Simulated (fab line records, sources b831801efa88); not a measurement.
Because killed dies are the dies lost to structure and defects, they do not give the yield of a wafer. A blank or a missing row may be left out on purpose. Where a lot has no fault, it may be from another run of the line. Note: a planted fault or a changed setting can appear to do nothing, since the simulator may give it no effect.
Shared-tool check + flow sky130 + Sampled: 11 lots, 33 wafers

## REASON IT WAS OPENED
Of 11 lots, 2 have the reading LDD_HVP_TW flagged at SKY_LDD_HVP_TW_MEAS_10. Fault-free wafers read 455, with a standard deviation of 5.3.
Rule: a lot is flagged in two cases, either no wafer of it has a number, or all its wafers with numbers fall more than 4 standard deviations from that mean. The rest of the lots are taken to be sound.

| lot  | measured     | on            | LDD_HVP_TW, wafer by wafer | flag    |
|------|--------------|---------------|----------------------------|---------|
| L366 | day 21 17:23 | film metro-01 | 449 449 449                |         |
| L368 | day 22 23:17 | film metro-02 | 464 461 465                |         |
| L367 | day 22 23:50 | film metro-01 | 449 452 453                |         |
| L370 | day 23 07:22 | film metro-02 | 462 462 459                |         |
| L373 | day 24 09:17 | film metro-04 | 862 860 861                | FLAGGED |
| L375 | day 25 00:53 | film metro-02 | 865 863 865                | FLAGGED |
| L380 | day 27 04:52 | film metro-04 | 452 453 453                |         |
| L381 | day 27 15:04 | film metro-02 | 460 461 460                |         |
| L382 | day 27 19:52 | film metro-02 | 459 462 461                |         |
| L389 | day 30 21:22 | film metro-02 | 459 459 458                |         |
| L387 | day 31 00:26 | film metro-01 | 449 449 447                |         |
On average the flagged lots' numbers are 863, which is +408 against the usual, or +77 standard deviations.

## LOT BY LOT: THE TOOL USED
Before the reading, the record contains 2 process steps out of a 708-step route. Every cell lists first the tool, next ch and the chambers used by the sampled wafers, and last the start.
| lot  | flag    | SKY_LDD_HVN_COAT_02               | SKY_LDD_HVN_STRIP_09                 |
|------|---------|-----------------------------------|--------------------------------------|
| L366 |         | litho track-02 ch 0, day 19 19:29 | plasma asher-04 ch 0,1, day 20 10:58 |
| L368 |         | litho track-04 ch 0, day 21 00:04 | plasma asher-04 ch 1, day 21 16:07   |
| L367 |         | litho track-03 ch 0, day 21 00:17 | plasma asher-03 ch 0,1, day 21 16:22 |
| L370 |         | litho track-04 ch 0, day 21 09:34 | plasma asher-04 ch 0,1, day 22 01:04 |
| L373 | FLAGGED | litho track-04 ch 0, day 22 10:11 | plasma asher-03 ch 0,1, day 23 02:52 |
| L375 | FLAGGED | litho track-04 ch 0, day 23 03:19 | plasma asher-04 ch 0,1, day 23 18:31 |
| L380 |         | litho track-03 ch 0, day 25 07:20 | plasma asher-02 ch 0,1, day 25 23:06 |
| L381 |         | litho track-02 ch 0, day 25 19:02 | plasma asher-04 ch 0,1, day 26 09:54 |
| L382 |         | litho track-04 ch 0, day 26 00:02 | plasma asher-03 ch 0,1, day 26 14:43 |
| L389 |         | litho track-03 ch 0, day 29 02:52 | plasma asher-04 ch 0,1, day 29 17:03 |
| L387 |         | litho track-03 ch 0, day 29 05:53 | plasma asher-04 ch 0,1, day 29 20:06 |
What is done by these steps:
- SKY_LDD_HVN_COAT_02: resist thk 300 nm.
- SKY_LDD_HVN_STRIP_09: strips in O2/N2.
- SKY_LDD_HVP_TW_MEAS_10

## FLAGGED AGAINST TOTAL, ONE TOOL AT A TIME (gauges that did the reading follow at the end)
| step                   | tool            | lots run | flagged | share of the flagged lots | sound lots run after its first flagged lot |
|------------------------|-----------------|----------|---------|---------------------------|--------------------------------------------|
| SKY_LDD_HVN_COAT_02    | litho track-02  | 2        | 0       | none                      | -                                          |
| SKY_LDD_HVN_COAT_02    | litho track-03  | 4        | 0       | none                      | -                                          |
| SKY_LDD_HVN_COAT_02    | litho track-04  | 5        | 2       | all                       | 1 (L382)                                   |
| SKY_LDD_HVN_STRIP_09   | plasma asher-02 | 1        | 0       | none                      | -                                          |
| SKY_LDD_HVN_STRIP_09   | plasma asher-03 | 3        | 1       | some                      | 1 (L382)                                   |
| SKY_LDD_HVN_STRIP_09   | plasma asher-04 | 7        | 1       | some                      | 3 (L381,L389,L387)                         |
| SKY_LDD_HVP_TW_MEAS_10 | film metro-01   | 3        | 0       | none                      | -                                          |
| SKY_LDD_HVP_TW_MEAS_10 | film metro-02   | 6        | 1       | some                      | 3 (L381,L382,L389)                         |
| SKY_LDD_HVP_TW_MEAS_10 | film metro-04   | 2        | 1       | some                      | 1 (L380)                                   |

## WHAT THE TABLE ALLOWS
Rows of the table that ran each flagged lot: 1, that is litho track-04 at SKY_LDD_HVN_COAT_02.
- litho track-04 at SKY_LDD_HVN_COAT_02: 2 of its 5 lots flagged. Sound lots ran on it after the first flagged one (L382), which a lasting fault on the whole tool wouldn't allow.
No row of the table ran every flagged lot and no sound lot after the first.

## WHAT THE SIMULATOR HAD PUT IN
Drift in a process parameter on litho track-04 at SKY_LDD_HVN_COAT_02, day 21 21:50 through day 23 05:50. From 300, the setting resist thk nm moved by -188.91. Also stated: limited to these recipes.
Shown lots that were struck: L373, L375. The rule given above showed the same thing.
